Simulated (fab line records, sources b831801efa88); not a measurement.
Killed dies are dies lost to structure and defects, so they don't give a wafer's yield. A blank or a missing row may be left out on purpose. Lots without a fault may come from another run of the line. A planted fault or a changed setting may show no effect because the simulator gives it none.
Which tool did it? | flow gf180mcu | 12 lots, 36 wafers sampled, at 7 steps of a route of 602

WHAT THE GAUGES READ, wafer by wafer
GF_POLY_GATE_THK_MEAS_17.
lot  | measured     | on            | POLY_GATE_OXIDATION_THK (nm)
L831 | day 9 20:37  | film_metro-03 | 4.10 4.05 4.00
L832 | day 10 06:01 | film_metro-04 | 4.00 3.86 3.93
L833 | day 10 10:37 | film_metro-04 | 4.10 4.19 4.08
L834 | day 10 20:50 | film_metro-03 | 4.16 4.04 4.16
L838 | day 11 23:57 | film_metro-02 | 4.04 4.10 4.11
L840 | day 12 17:28 | film_metro-02 | 3.98 3.95 4.04
L841 | day 12 23:29 | film_metro-03 | 4.19 4.06 4.14
L847 | day 14 20:50 | film_metro-04 | 3.95 3.92 3.94
L848 | day 15 07:48 | film_metro-04 | 4.04 4.05 4.03
L849 | day 15 07:48 | film_metro-03 | 4.01 4.02 4.04
L850 | day 15 15:51 | film_metro-03 | 3.88 3.84 3.91
L851 | day 15 23:57 | film_metro-03 | 3.92 3.90 3.86

GF_PSD_TW_MEAS_11.
lot  | measured     | on            | PSD_TW
L831 | day 15 00:08 | film_metro-03 | 3573 3578 3576
L832 | day 15 10:48 | film_metro-04 | 3169 3164 3145
L833 | day 15 17:08 | film_metro-04 | 3175 3155 3163
L834 | day 16 03:04 | film_metro-03 | 3192 3197 3193
L838 | day 17 11:10 | film_metro-03 | 3180 3175 3179
L840 | day 18 07:08 | film_metro-01 | 3621 3619 3622
L841 | day 18 15:37 | film_metro-01 | 3615 3639 3612
L847 | day 20 19:11 | film_metro-04 | 3171 3169 3176
L848 | day 21 07:40 | film_metro-01 | 3225 3225 3215
L849 | day 21 08:04 | film_metro-01 | 3219 3218 3212
L850 | day 21 15:56 | film_metro-03 | 3192 3183 3188
L851 | day 22 03:23 | film_metro-01 | 3177 3193 3184

GF_PSD_RS_MEAS_15: measures by four-point-probe.
lot  | measured     | on            | PSD_RS (ohm/sq)
L831 | day 15 00:32 | film_metro-01 | 97.98 97.84 98.02
L832 | day 15 11:08 | film_metro-03 | 108.71 108.72 108.70
L833 | day 15 17:28 | film_metro-01 | 108.92 109.27 109.27
L834 | day 16 03:23 | film_metro-01 | 108.53 108.45 108.02
L838 | day 17 11:29 | film_metro-01 | 109.23 109.62 109.26
L840 | day 18 07:31 | film_metro-04 | 98.24 98.35 98.34
L841 | day 18 15:56 | film_metro-04 | 98.41 97.94 97.94
L847 | day 20 19:35 | film_metro-01 | 109.00 108.98 109.30
L848 | day 21 07:59 | film_metro-04 | 108.86 108.85 108.40
L849 | day 21 08:23 | film_metro-01 | 108.86 108.51 108.29
L850 | day 21 16:15 | film_metro-04 | 108.42 108.60 108.54
L851 | day 22 03:43 | film_metro-04 | 108.58 108.95 108.75

GF_SAB_THK_MEAS_01.
lot  | measured     | on            | SAB_CVD_00_THK (nm)
L831 | day 15 00:40 | film_metro-03 | 50.3 50.2 50.8
L832 | day 15 11:15 | film_metro-01 | 48.9 49.8 49.8
L833 | day 15 17:35 | film_metro-01 | 49.5 50.2 49.9
L834 | day 16 03:31 | film_metro-02 | 49.8 49.6 49.0
L838 | day 17 11:37 | film_metro-02 | 49.0 49.9 50.5
L840 | day 18 07:40 | film_metro-03 | 49.2 50.2 50.5
L841 | day 18 16:05 | film_metro-03 | 50.2 50.4 51.2
L847 | day 20 19:43 | film_metro-03 | 49.7 50.7 50.9
L848 | day 21 08:08 | film_metro-03 | 49.4 49.5 50.0
L849 | day 21 08:31 | film_metro-03 | 49.8 48.7 50.6
L850 | day 21 16:23 | film_metro-03 | 49.7 50.8 51.1
L851 | day 22 03:50 | film_metro-02 | 49.8 49.5 50.7

GF_CONTACT_THK_MEAS_03.
lot  | measured     | on            | CONTACT_CVD_02_THK (nm)
L831 | day 15 21:30 | film_metro-01 | 825 845 854
L832 | day 16 08:42 | film_metro-01 | 848 863 869
L833 | day 16 17:20 | film_metro-04 | 858 871 872
L834 | day 17 03:05 | film_metro-04 | 867 839 845
L838 | day 18 11:50 | film_metro-02 | 867 877 872
L840 | day 19 08:11 | film_metro-01 | 852 863 858
L841 | day 19 16:52 | film_metro-04 | 849 839 859
L847 | day 21 20:32 | film_metro-04 | 861 872 871
L848 | day 22 08:20 | film_metro-02 | 852 853 854
L849 | day 22 08:40 | film_metro-01 | 849 860 867
L850 | day 22 15:56 | film_metro-01 | 844 874 868
L851 | day 23 04:19 | film_metro-04 | 854 873 865

WHICH TOOL RAN EACH LOT (tool, then ch and the chambers of the sampled wafers, then the start)
lot  | GF_PSD_IMPLANT_09               | GF_PSD_STRIP_10
L831 | implanter-02 ch 0, day 14 23:35 | plasma_asher-02 ch 0,1, day 15 00:02
L832 | implanter-04 ch 0, day 15 10:35 | plasma_asher-02 ch 0,1, day 15 10:43
L833 | implanter-02 ch 0, day 15 16:54 | plasma_asher-02 ch 0,1, day 15 17:02
L834 | implanter-03 ch 0, day 16 02:49 | plasma_asher-02 ch 0,1, day 16 02:58
L838 | implanter-02 ch 0, day 17 10:55 | plasma_asher-02 ch 0,1, day 17 11:04
L840 | implanter-04 ch 0, day 18 06:31 | plasma_asher-03 ch 0,1, day 18 06:58
L841 | implanter-04 ch 0, day 18 14:55 | plasma_asher-04 ch 0,1, day 18 15:28
L847 | implanter-03 ch 0, day 20 18:57 | plasma_asher-03 ch 1, day 20 19:04
L848 | implanter-04 ch 0, day 21 07:25 | plasma_asher-03 ch 0,1, day 21 07:34
L849 | implanter-02 ch 0, day 21 07:49 | plasma_asher-04 ch 0,1, day 21 07:58
L850 | implanter-04 ch 0, day 21 15:41 | plasma_asher-04 ch 0,1, day 21 15:50
L851 | implanter-03 ch 0, day 22 03:09 | plasma_asher-02 ch 0,1, day 22 03:16
- GF_PSD_IMPLANT_09
- GF_PSD_STRIP_10: strips in O2/N2.

WHAT THE TOOLS THEMSELVES READ (means of the sampled wafers that have a number; where no wafer has one, the mark that the record gives instead)
GF_PSD_STRIP_10.
lot  | tool            | drypump_motor_current_A (A) | heater_power_w (W) | o2_flow_sccm (sccm) | oes_product_au (a.u.) | strip_time_to_endpoint_s (s)
L831 | plasma_asher-02 | 6.2                         | 335                | 3007                | 0.550                 | 18.91
L832 | plasma_asher-02 | 6.2                         | 333                | 3001                | 0.593                 | 16.51
L833 | plasma_asher-02 | 6.2                         | 331                | 3005                | 0.591                 | 16.51
L834 | plasma_asher-02 | 6.3                         | 334                | 2996                | 0.587                 | 16.52
L838 | plasma_asher-02 | 6.3                         | 338                | 3000                | 0.587                 | 16.50
L840 | plasma_asher-03 | 5.7                         | 391                | 2995                | 0.550                 | 18.90
L841 | plasma_asher-04 | 6.2                         | 309                | 2991                | 0.549                 | 18.87
L847 | plasma_asher-03 | 5.9                         | 399                | 2994                | 0.593                 | 16.51
L848 | plasma_asher-03 | 5.6                         | 383                | 2995                | 0.590                 | 16.44
L849 | plasma_asher-04 | 6.2                         | 313                | 2992                | 0.593                 | 16.51
L850 | plasma_asher-04 | 6.2                         | 307                | 2993                | 0.590                 | 16.50
L851 | plasma_asher-02 | 6.2                         | 334                | 2993                | 0.589                 | 16.55

THE ANSWER, worked out from the rows above alone
Rule: what is usual is taken from the lots themselves. Put in order of their means at a reading, lots are off if they are a third of the lots or fewer, leave a main group of 4 or more, and stand apart from it by a gap of 3 or more times the standard deviation of the main group's means; of several such gaps the widest counts. A main group whose means are all the same, to the digits that the tables above print for the reading, isn't used. A lot without any number at a reading at which 4 lots or more have one is off too. The other lots that the step has rows for count as sound. The gauges are gone through in route order, then the tools' own readings, and for those a lot's mean is taken as printed above. The first step at which some lot is off is used, and at that step the reading that is off furthest; a lot without a number counts as furthest.
Off: L831, L840, L841, at GF_PSD_TW_MEAS_11 (PSD_TW). The main group: mean 3186, standard deviation 20.
A tool fits if, at a process step before that reading, it ran every lot that is off, and no sound lot after the first of them. The gauges at GF_PSD_TW_MEAS_11 aren't tried: what is off there is off at GF_PSD_STRIP_10 too, on other tools, and a gauge's error can't cause that. None of those tried fits.

WHAT THE SIMULATOR HAD PUT IN
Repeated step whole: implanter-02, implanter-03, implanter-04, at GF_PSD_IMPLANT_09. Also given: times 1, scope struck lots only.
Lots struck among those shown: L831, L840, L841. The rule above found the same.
